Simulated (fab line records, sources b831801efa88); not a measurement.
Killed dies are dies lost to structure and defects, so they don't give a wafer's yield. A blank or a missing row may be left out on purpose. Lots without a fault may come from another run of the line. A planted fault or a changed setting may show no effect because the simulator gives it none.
A struck lot beside a sound one | flow gf180mcu | 18 steps out of a route of 602
Sound: wafers L613.3, L613.4, L613.5. Struck: wafers L632.2, L632.4, L632.5. The cause comes at the end.
At each step with rows: each side's tool, then ch and its chambers, then its first start. Under that, the readings that differ: sound wafers | struck wafers | difference of the means | sigmas: that difference in standard deviations of wafers without a fault.
alike: readings whose means differ by less than 2 such deviations, and words and numbers that are the same on both sides. not compared: withheld readings, readings that some wafer has no value for, bounds like >300 that may hide the same value, and numbers for which the record gives no deviation and whose values overlap.
The two part at a step that has a row with sigmas, a row that says differs or no value, or rows on one side only. Numbers that don't overlap but have no deviation are shown without sigmas and don't part them. A reading that every wafer of one side lacks parts them only if that side has two wafers or more.

first, 3 steps without rows for these wafers: GF_V3_EXPOSE_11 (exposes mask Via3, target cd 260 nm); GF_V3_PEB_12 (peb time 90 s); GF_V3_DEVELOP_13 (develop time 60 s).
GF_V3_CD_MEAS_14: target cd 260 nm.
  sound on cd_sem-01, day 23 00:38; struck on cd_sem-01, day 28 18:48
  alike: cd_nm
GF_V3_OVL_MEAS_15:
  sound on overlay-02, day 23 00:44; struck on overlay-02, day 28 18:55
  alike: V3_OVL
then, 1 step without rows for these wafers: GF_V3_ETCH_16 (etches BARC in N2/H2).
GF_V3_ETCH_17: etches SiO2 in C4F8/O2/Ar, stops on TiN, target depth 635 nm.
  sound on rie_diel-04 ch 1,3; struck on rie_diel-03 ch 0,1,3
  alike: oes_product_au, rf_fwd_power_W
GF_V3_STRIP_18: strips in O2/N2.
  sound on plasma_asher-03 ch 0,1, day 23 00:55; struck on plasma_asher-03 ch 0,1, day 28 19:04
  alike: drypump_motor_current_A, heater_power_w, oes_product_au
  not compared: rf_hours_counter_h
then, 2 steps without rows for these wafers: GF_V3_STRIP_19 (strips in post etch residue remover, time 1200 s); GF_V3_CLEAN_20 (cleans in DIW).
GF_V3_SPUTTER_21: material Ti, target thk 15 nm, time 80.02 s.
  sound on pvd_sputter-02, day 23 01:25; struck on pvd_sputter-02, day 28 19:36
  alike: throttle_valve_pct
GF_V3_SPUTTER_22: material TiN, target thk 10 nm, time 40 s.
  sound on pvd_sputter-02, day 23 01:29; struck on pvd_sputter-02, day 28 19:40
  alike: throttle_valve_pct
GF_V3_CVD_23: deposits W, target thk 350 nm, time 104.9 s.
  sound on cvd_w-01 ch 0,1, day 23 01:33; struck on cvd_w-02 ch 0, day 28 19:42
  reading                          | sound             | struck          | difference | sigmas
  model.W_of_V3_CVD_23.thk_nm (nm) | 357.5 348.6 357.2 | 619 618.5 615.8 | +263       |
  alike: heater_power_w
GF_V3_RS_MEAS_24: measures by four-point-probe.
  sound on film_metro-02, day 23 01:40; struck on film_metro-01, day 28 19:50
  reading          | sound             | struck            | difference | sigmas
  V3_W_RS (ohm/sq) | 0.321 0.329 0.320 | 0.184 0.185 0.186 | -0.138     | -30
GF_V3_THK_MEAS_25: measures by xrf.
  sound on film_metro-02, day 23 01:46; struck on film_metro-01, day 28 19:56
  reading       | sound       | struck | difference                    | sigmas
  V3_W_THK (nm) | 349 342 348 | - - -  | no value on the struck wafers |
GF_V3_CMP_26: polishes, stops on SiO2, t overpolish 15 s, target thk 0 nm.
  sound on cmp-01 ch 0,1,3, day 23 01:49; struck on cmp-02 ch 1,2, day 28 19:59
  reading                | sound    | struck      | difference | sigmas
  time_to_endpoint_s (s) | 86 82 80 | 150 151 151 | +68        | +19
  alike: head_pressure_psi, motor_current_A, platen_rpm
GF_M4_SPUTTER_00: material Ti, target thk 37.5 nm, time 150 s.
  sound on pvd_sputter-01, day 23 02:07; struck on pvd_sputter-01, day 28 20:17
  alike: throttle_valve_pct
GF_PASSIVATION_PROBE_99:
  the record has rows for the sound wafers here (prober-02, day 29 13:32) and none for the struck ones

WHERE THEY PART
First at GF_V3_RS_MEAS_24; last, within this record, at GF_PASSIVATION_PROBE_99.

WHY: what the simulator had put in
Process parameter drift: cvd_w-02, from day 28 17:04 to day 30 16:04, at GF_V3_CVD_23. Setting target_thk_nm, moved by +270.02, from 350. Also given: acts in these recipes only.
